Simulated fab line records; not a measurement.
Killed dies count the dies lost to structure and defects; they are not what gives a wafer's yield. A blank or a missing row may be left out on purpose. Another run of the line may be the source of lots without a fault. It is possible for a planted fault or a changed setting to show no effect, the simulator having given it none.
One fault seen from 2 desks    flow sky130    each desk has only its own numbers; what lay behind them comes last

AT THE METROLOGY DESK
What the gauges read for every lot (on any tool): the sampled wafers with a number, averaged. If a lot's mean is further than 4 standard deviations from the usual mean, the lot is out of limits and carries the mark OUT (the distance appears in the brackets).
Columns: A = METAL2_OVL at SKY_METAL2_OVL_MEAS_16, usual 0 nm; B = cdNm at SKY_VIA2_CD_MEAS_12, usual 200.2 nm; C = VIA2_OVL at SKY_VIA2_OVL_MEAS_13, usual 0 nm
lot   first seen here  A    B      C
L191  day 34 17:37     -3   199.2  5
L192  day 35 23:07     -1   197.8  4
L195  day 37 13:52     -11  199.7  -2
L196  day 37 15:10     4    200.3  8
L198  day 37 17:28     1    200.4  4
L197  day 37 18:19     -2   200.3  0
L200  day 37 19:46     8    199.4  -7
L202  day 38 14:58     5    200.9  -0
L205  day 39 17:01     -2   201.6  -1
L209  day 41 05:16     -2   200.6  -5
L210  day 41 10:55     1    199.3  -7
L213  day 41 20:35     -3   199.8  -5
Result from this desk: across the 12 lots, nothing is out of limits.

FOR THE TOOL OWNER'S DESK: rieDiel-03
The tool's own readings at SKY_VIA2_ETCH_14 (etches BARC in N2/H2, stops on SiO2, time 45.9 s, target depth 60 nm): means of the sampled wafers that have a number, for each lot that ran on this tool. If a lot's mean is further than 4 standard deviations from the usual mean, the lot is out of limits and carries the mark OUT (the distance appears in the brackets).
Columns: A = biasW at SKY_VIA2_ETCH_14, usual 100.0 W; B = drypumpMotorCurrentA at SKY_VIA2_ETCH_14, usual 5.6 A; C = oesProductAu at SKY_VIA2_ETCH_14, usual 0.854 a.u.; D = rfFwdPowerW at SKY_VIA2_ETCH_14, usual 494.8 W; E = throttleValvePct at SKY_VIA2_ETCH_14, usual 13.225 %
lot   first seen here  A                B    C      D      E
L192  day 37 02:09     99.9             5.1  0.855  494.8  13.224
L198  day 38 19:57     100.1            5.1  0.864  495.3  13.220
L200  day 38 22:32     100.4            5.2  0.852  496.5  13.227
L202  day 39 18:02     97.9 (-6.7) OUT  5.2  0.852  495.9  13.219
L205  day 40 19:20     98.3 (-5.4) OUT  5.5  0.855  496.3  13.234
This desk finds L202, L205 out of limits, L202 being first, at day 39 18:02 (biasW at SKY_VIA2_ETCH_14). L192, L198, L200 stayed within limits.

TAKEN TOGETHER
The tool owner's desk could have raised an alarm at day 39 18:02, on L202, L205.
From the metrology desk's view, nothing was out of limits.
The metrology desk has L202, L205 on record, within its limits.
Every lot named ran SKY_VIA2_ETCH_14 on rieDiel-03.

WHAT THE SIMULATOR HAD PUT IN
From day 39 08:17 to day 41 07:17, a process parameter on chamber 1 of rieDiel-03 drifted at SKY_VIA2_ETCH_14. The setting biasW was moved by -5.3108, starting from 100. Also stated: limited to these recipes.
Struck lots among those shown: L202, L205.
Delay in hours, fault start to first out-of-limits reading, by desk: the tool owner's desk at 10.
